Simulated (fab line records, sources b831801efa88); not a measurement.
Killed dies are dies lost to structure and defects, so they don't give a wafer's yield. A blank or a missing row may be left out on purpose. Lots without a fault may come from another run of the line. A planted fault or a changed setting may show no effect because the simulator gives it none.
Which tool did it? | flow gf180mcu | 13 lots, 39 wafers sampled, at 6 steps of a route of 602

WHAT THE GAUGES READ, wafer by wafer
GF_STI_BOW_MEAS_00. Usual: INCOMING_BOW 0 um, standard deviation 6.5.
lot  | measured    | on            | INCOMING_BOW (um) | flag
L452 | day 1 10:04 | film_metro-02 | -1 7 3            |
L453 | day 1 15:01 | film_metro-01 | 3 4 -7            |
L454 | day 1 20:00 | film_metro-01 | -2 -5 -8          |
L455 | day 2 01:00 | film_metro-03 | -7 10 3           |
L456 | day 2 06:01 | film_metro-03 | -2 -9 -2          |
L458 | day 2 16:00 | film_metro-01 | 3 0 8             |
L459 | day 2 21:00 | film_metro-01 | 1 7 1             |
L462 | day 3 12:01 | film_metro-01 | -12 5 -8          |
L463 | day 3 17:00 | film_metro-01 | -5 1 7            |
L464 | day 3 22:00 | film_metro-01 | 1 -5 3            |
L465 | day 4 03:00 | film_metro-03 | -3 0 14           |
L471 | day 5 09:00 | film_metro-03 | 7 -3 9            |
L473 | day 5 19:04 | film_metro-01 | 10 0 1            |

GF_DNWELL_TW_MEAS_09. Usual: DNWELL_TW 1347, standard deviation 16.
lot  | measured    | on            | DNWELL_TW      | flag
L452 | day 2 19:01 | film_metro-01 | 1351 1361 1360 |
L453 | day 3 02:58 | film_metro-03 | 1358 1349 1354 |
L454 | day 3 05:50 | film_metro-04 | 1338 1343 1339 |
L455 | day 3 10:17 | film_metro-01 | 1356 1357 1351 |
L456 | day 3 15:22 | film_metro-03 | 1358 1360 1359 |
L458 | day 4 02:38 | film_metro-01 | 1356 1358 1345 |
L459 | day 4 07:02 | film_metro-03 | 1321 1331 1320 |
L462 | day 5 00:57 | film_metro-03 | 1327 1324 1326 |
L463 | day 5 06:35 | film_metro-01 | 1353 1357 1358 |
L464 | day 5 10:34 | film_metro-01 | 1360 1364 1361 |
L465 | day 5 22:20 | film_metro-03 | 1314 1325 1317 |
L471 | day 7 00:52 | film_metro-03 | 1321 1315 1317 |
L473 | day 7 11:31 | film_metro-04 | 1344 1353 1352 |

GF_MVSD_TW_MEAS_11. Usual: MVSD_TW 1575, standard deviation 24.
lot  | measured    | on            | MVSD_TW        | flag
L452 | day 4 10:04 | film_metro-02 | 1593 1597 1587 |
L453 | day 4 20:07 | film_metro-02 | 1603 1588 1590 |
L454 | day 4 22:38 | film_metro-03 | 1539 1550 1546 |
L455 | day 5 02:50 | film_metro-03 | 1552 1548 1551 |
L456 | day 5 07:49 | film_metro-03 | 1542 1542 1544 |
L458 | day 5 20:56 | film_metro-02 | 1599 1589 1600 |
L459 | day 6 01:29 | film_metro-04 | 1577 1587 1586 |
L462 | day 6 21:46 | film_metro-02 | 1787 1779 1781 | OFF
L463 | day 7 03:20 | film_metro-04 | 1585 1594 1590 |
L464 | day 7 06:58 | film_metro-03 | 1724 1717 1719 | OFF
L465 | day 7 20:10 | film_metro-03 | 1707 1728 1719 | OFF
L471 | day 9 02:23 | film_metro-04 | 1592 1594 1604 |
L473 | day 9 15:04 | film_metro-03 | 1537 1544 1540 |

GF_VT_IMPLANT_RS_MEAS_46: measures by four-point-probe. Usual: MVSD_RS 456.6 ohm/sq, standard deviation 1.2.
lot  | measured     | on            | MVSD_RS (ohm/sq)  | flag
L452 | day 7 10:27  | film_metro-03 | 457.7 457.5 458.3 |
L453 | day 7 22:10  | film_metro-03 | 459.7 458.7 459.4 |
L454 | day 8 02:15  | film_metro-04 | 458.1 456.6 457.0 |
L455 | day 8 06:18  | film_metro-03 | 456.4 457.5 457.8 |
L456 | day 8 11:49  | film_metro-03 | 456.0 457.6 457.0 |
L458 | day 9 04:09  | film_metro-03 | 457.8 456.9 456.2 |
L459 | day 9 08:59  | film_metro-03 | 458.7 458.1 457.9 |
L462 | day 10 09:30 | film_metro-03 | - - -             | OFF
L463 | day 10 16:03 | film_metro-02 | 456.5 457.1 456.7 |
L464 | day 10 19:45 | film_metro-02 | - - -             | OFF
L465 | day 11 11:02 | film_metro-02 | - - -             | OFF
L471 | day 12 23:54 | film_metro-03 | 458.4 457.7 457.4 |
L473 | day 13 13:51 | film_metro-03 | 455.8 455.3 455.4 |

WHICH TOOL RAN EACH LOT (tool, then ch and the chambers of the sampled wafers, then the start)
lot  | GF_STI_ETCH_13                    | GF_MVSD_IMPLANT_08
L452 | rie_diel-03 ch 0,3, day 2 01:46   | implanter-02 ch 0, day 4 09:43
L453 | rie_diel-04 ch 0,3, day 2 08:24   | implanter-04 ch 0, day 4 19:44
L454 | rie_diel-04 ch 0,2,3, day 2 13:17 | implanter-01 ch 0, day 4 22:14
L455 | rie_diel-03 ch 0,1,3, day 2 16:54 | implanter-01 ch 0, day 5 02:26
L456 | rie_diel-02 ch 1,2, day 2 21:47   | implanter-02 ch 0, day 5 07:25
L458 | rie_diel-03 ch 0,1,3, day 3 08:25 | implanter-02 ch 0, day 5 20:32
L459 | rie_diel-03 ch 1,3, day 3 12:30   | implanter-04 ch 0, day 6 01:05
L462 | rie_diel-04 ch 1,3, day 4 06:47   | implanter-01 ch 0, day 6 21:23
L463 | rie_diel-03 ch 0,1, day 4 10:34   | implanter-02 ch 0, day 7 02:56
L464 | rie_diel-02 ch 0,2,3, day 4 16:11 | implanter-01 ch 0, day 7 06:34
L465 | rie_diel-02 ch 0,1,3, day 4 20:29 | implanter-01 ch 0, day 7 19:46
L471 | rie_diel-03 ch 0,2, day 6 05:35   | implanter-04 ch 0, day 9 01:59
L473 | rie_diel-04 ch 1,2,3, day 6 13:23 | implanter-02 ch 0, day 9 14:43
- GF_STI_ETCH_13: etches the open film in CHF3/O2, stops on Si, target depth 282.31 nm, time 112.9 s.
- GF_MVSD_IMPLANT_08

WHAT THE TOOLS THEMSELVES READ (means of the sampled wafers that have a number; where no wafer has one, the mark that the record gives instead)
GF_STI_ETCH_13. Usual: chamber_pressure_mTorr 40.00 mTorr, standard deviation 0.041; drypump_motor_current_A 5.5 A, standard deviation 0.42; oes_product_au 0.831 a.u., standard deviation 0.0055; throttle_valve_pct 8.809 %, standard deviation 0.0081.
lot  | tool        | chamber_pressure_mTorr (mTorr) | drypump_motor_current_A (A) | oes_product_au (a.u.) | throttle_valve_pct (%) | flag
L452 | rie_diel-03 | 40.02                          | 5.3                         | 0.832                 | 8.806                  |
L453 | rie_diel-04 | 40.04                          | 6.3                         | 0.828                 | 8.816                  |
L454 | rie_diel-04 | 40.00                          | 5.9                         | 0.839                 | 8.806                  |
L455 | rie_diel-03 | 40.01                          | 5.3                         | 0.836                 | 8.800                  |
L456 | rie_diel-02 | 39.99                          | 5.3                         | 0.830                 | 8.804                  |
L458 | rie_diel-03 | 39.99                          | 5.3                         | 0.829                 | 8.813                  |
L459 | rie_diel-03 | 39.99                          | 5.1                         | 0.830                 | 8.811                  |
L462 | rie_diel-04 | 40.03                          | 5.5                         | 0.830                 | 8.802                  |
L463 | rie_diel-03 | 40.00                          | 5.3                         | 0.830                 | 8.812                  |
L464 | rie_diel-02 | 40.04                          | 5.7                         | 0.834                 | 8.808                  |
L465 | rie_diel-02 | 39.97                          | 5.4                         | 0.836                 | 8.811                  |
L471 | rie_diel-03 | 40.01                          | 5.5                         | 0.830                 | 8.803                  |
L473 | rie_diel-04 | 39.99                          | 5.5                         | 0.831                 | 8.804                  |

GF_MVSD_IMPLANT_08. Usual: tilt_deg 0.000 degrees, standard deviation 0.02.
lot  | tool         | tilt_deg (degrees) | flag
L452 | implanter-02 | -0.008             |
L453 | implanter-04 | 0.027              |
L454 | implanter-01 | 0.023              |
L455 | implanter-01 | -0.012             |
L456 | implanter-02 | -0.015             |
L458 | implanter-02 | -0.009             |
L459 | implanter-04 | -0.016             |
L462 | implanter-01 | 16.522             | OFF
L463 | implanter-02 | 0.013              |
L464 | implanter-01 | 16.544             | OFF
L465 | implanter-01 | 16.536             | OFF
L471 | implanter-04 | -0.008             |
L473 | implanter-02 | -0.011             |

THE ANSWER, worked out from the rows above alone
Rule: a lot is off if the mean of its wafers that have a number lies more than 3 standard deviations from the usual mean. A lot without any number at a reading at which 4 lots or more have one is off too. The other lots that the step has rows for count as sound. The gauges are gone through in route order, then the tools' own readings, and for those a lot's mean is taken as printed above. The first step at which some lot is off is used, and at that step the reading that is off furthest; a lot without a number counts as furthest.
Off: L462, L464, L465, at GF_MVSD_TW_MEAS_11 (MVSD_TW).
A tool fits if, at a process step before that reading, it ran every lot that is off, and no sound lot after the first of them. The gauges at GF_MVSD_TW_MEAS_11 aren't tried: what is off there is off at GF_MVSD_IMPLANT_08 too, on other tools, and a gauge's error can't cause that. One fits: implanter-01 at GF_MVSD_IMPLANT_08. Its last sound lot is L455 (day 5 02:26), its first lot that is off L462 (day 6 21:23): a fault that began between those two fits.
The tool's own readings at GF_MVSD_IMPLANT_08 bear it out: on the lots that are off they differ by more than 5 times the standard deviation of the sound lots' means. tilt_deg reads 16.534 degrees there against -0.002 degrees on the sound lots.

WHAT THE SIMULATOR HAD PUT IN
Process parameter drift: implanter-01, from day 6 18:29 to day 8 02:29, at GF_MVSD_IMPLANT_08. Setting tilt_deg, moved by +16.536, from 0. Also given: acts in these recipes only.
Lots struck among those shown: L462, L464, L465. The rule above found the same.
